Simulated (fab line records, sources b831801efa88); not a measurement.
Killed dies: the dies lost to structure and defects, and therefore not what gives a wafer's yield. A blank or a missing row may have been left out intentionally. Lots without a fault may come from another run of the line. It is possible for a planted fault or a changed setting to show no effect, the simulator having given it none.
Which tool was responsible? + flow sky130 + 45 wafers from 15 lots sampled at 3 of the route's 708 steps

== WHAT EACH GAUGE READ, for each wafer ==
SKY_FIELD_ISO_CD_MEAS_13: target cd 150 nm.
| lot  | measured    | on        | cd-nm (nm)        |
|------|-------------|-----------|-------------------|
| L263 | day 2 05:37 | cd-sem-02 | 147.8 148.3 148.6 |
| L264 | day 2 09:37 | cd-sem-01 | 150.2 148.6 147.3 |
| L266 | day 2 20:46 | cd-sem-01 | 149.2 149.5 150.2 |
| L267 | day 3 01:58 | cd-sem-02 | 150.6 151.0 152.5 |
| L269 | day 3 13:11 | cd-sem-02 | 150.2 150.6 149.9 |
| L270 | day 3 16:01 | cd-sem-02 | 150.1 151.4 150.7 |
| L271 | day 4 01:19 | cd-sem-02 | 151.3 150.7 149.9 |
| L275 | day 4 20:27 | cd-sem-02 | 148.9 149.9 148.4 |
| L277 | day 5 07:20 | cd-sem-02 | 151.8 150.5 152.0 |
| L280 | day 5 23:22 | cd-sem-02 | 150.8 148.1 150.1 |
| L281 | day 6 10:59 | cd-sem-02 | 149.8 152.6 150.8 |
| L282 | day 6 11:25 | cd-sem-02 | 148.4 148.2 149.4 |
| L284 | day 6 17:40 | cd-sem-02 | 150.0 150.1 149.5 |
| L285 | day 6 22:25 | cd-sem-01 | 147.7 147.1 147.4 |
| L286 | day 7 03:12 | cd-sem-01 | 149.7 150.0 146.8 |

SKY_FIELD_ISO_THK_MEAS_23.
| lot  | measured    | on            | FIELD_ISO_OXIDATION_01_THK (nm) |
|------|-------------|---------------|---------------------------------|
| L263 | day 2 08:32 | film-metro-04 | 9.44 9.69 9.58                  |
| L264 | day 2 11:28 | film-metro-04 | 9.80 9.68 9.69                  |
| L266 | day 2 22:36 | film-metro-04 | 9.66 9.56 9.73                  |
| L267 | day 3 04:14 | film-metro-04 | 10.09 9.96 10.00                |
| L269 | day 3 22:34 | film-metro-04 | 9.93 10.05 9.87                 |
| L270 | day 3 22:34 | film-metro-01 | 9.76 9.95 9.78                  |
| L271 | day 4 05:14 | film-metro-01 | 9.72 9.98 9.74                  |
| L275 | day 5 03:21 | film-metro-03 | 9.91 9.99 9.91                  |
| L277 | day 5 15:23 | film-metro-04 | 10.15 10.05 9.97                |
| L280 | day 6 02:41 | film-metro-01 | 9.44 9.51 9.57                  |
| L281 | day 6 13:11 | film-metro-03 | 10.00 9.87 9.72                 |
| L282 | day 6 14:16 | film-metro-04 | 10.13 10.08 10.29               |
| L284 | day 6 19:54 | film-metro-04 | 10.04 9.96 10.14                |
| L285 | day 7 01:23 | film-metro-01 | 9.97 10.03 9.74                 |
| L286 | day 7 05:30 | film-metro-01 | 10.13 10.05 10.18               |

SKY_NWELL_OVL_MEAS_10.
| lot  | measured     | on         | NWELL_00_OVL (nm) |
|------|--------------|------------|-------------------|
| L263 | day 4 11:11  | overlay-02 | -1.6 -1.2 2.1     |
| L264 | day 4 16:34  | overlay-02 | -0.1 -1.0 -1.7    |
| L266 | day 5 03:45  | overlay-01 | 0.6 1.6 0.3       |
| L267 | day 5 14:09  | overlay-02 | 0.0 -1.7 -1.4     |
| L269 | day 6 09:15  | overlay-02 | -0.1 1.6 2.6      |
| L270 | day 6 09:36  | overlay-01 | -2.5 0.2 -0.5     |
| L271 | day 6 20:12  | overlay-02 | -0.2 1.4 1.3      |
| L275 | day 8 02:33  | overlay-01 | 0.5 1.1 0.5       |
| L277 | day 8 08:15  | overlay-02 | 1.7 1.5 0.0       |
| L280 | day 8 17:38  | overlay-02 | 1.0 2.1 0.5       |
| L281 | day 9 07:18  | overlay-02 | 0.7 -0.4 -0.5     |
| L282 | day 9 06:58  | overlay-01 | -0.1 -0.4 -1.5    |
| L284 | day 9 12:32  | overlay-02 | -0.6 0.9 2.3      |
| L285 | day 9 20:48  | overlay-02 | -3.6 -0.7 -2.6    |
| L286 | day 10 02:20 | overlay-01 | -0.9 -2.5 -2.2    |

== EACH LOT AND THE TOOL THAT RAN IT (in order: tool; ch and the chambers of the sampled wafers; start) ==
There is no process step in the record ahead of these readings.

== WHAT THE TOOLS THEMSELVES READ (means of the sampled wafers that have a number; where no wafer has one, the mark that the record gives instead) ==
The record holds no such reading with a usual standard deviation.

== THE ANSWER, worked out from the rows above alone ==
Rule: usual is defined by the lots themselves. Put in order of their means at a reading, lots are off if they are a third of the lots or fewer, leave a main group of 4 or more, and stand apart from it by a gap of 3 or more times the standard deviation of the main group's means; of several such gaps the widest counts. A main group whose means are all the same, to the digits that the tables above print for the reading, isn't used. A lot without any number at a reading at which 4 lots or more have one is off too. All remaining lots with rows at the step are treated as sound. The gauges are gone through in route order, then the tools' own readings, and for those a lot's mean is taken as printed above. The first step at which some lot is off is used, and at that step the reading that is off furthest; a lot without a number counts as furthest.
Across all readings shown, no lot is off: no conclusion can be drawn from this.

== WHAT THE SIMULATOR HAD PUT IN ==
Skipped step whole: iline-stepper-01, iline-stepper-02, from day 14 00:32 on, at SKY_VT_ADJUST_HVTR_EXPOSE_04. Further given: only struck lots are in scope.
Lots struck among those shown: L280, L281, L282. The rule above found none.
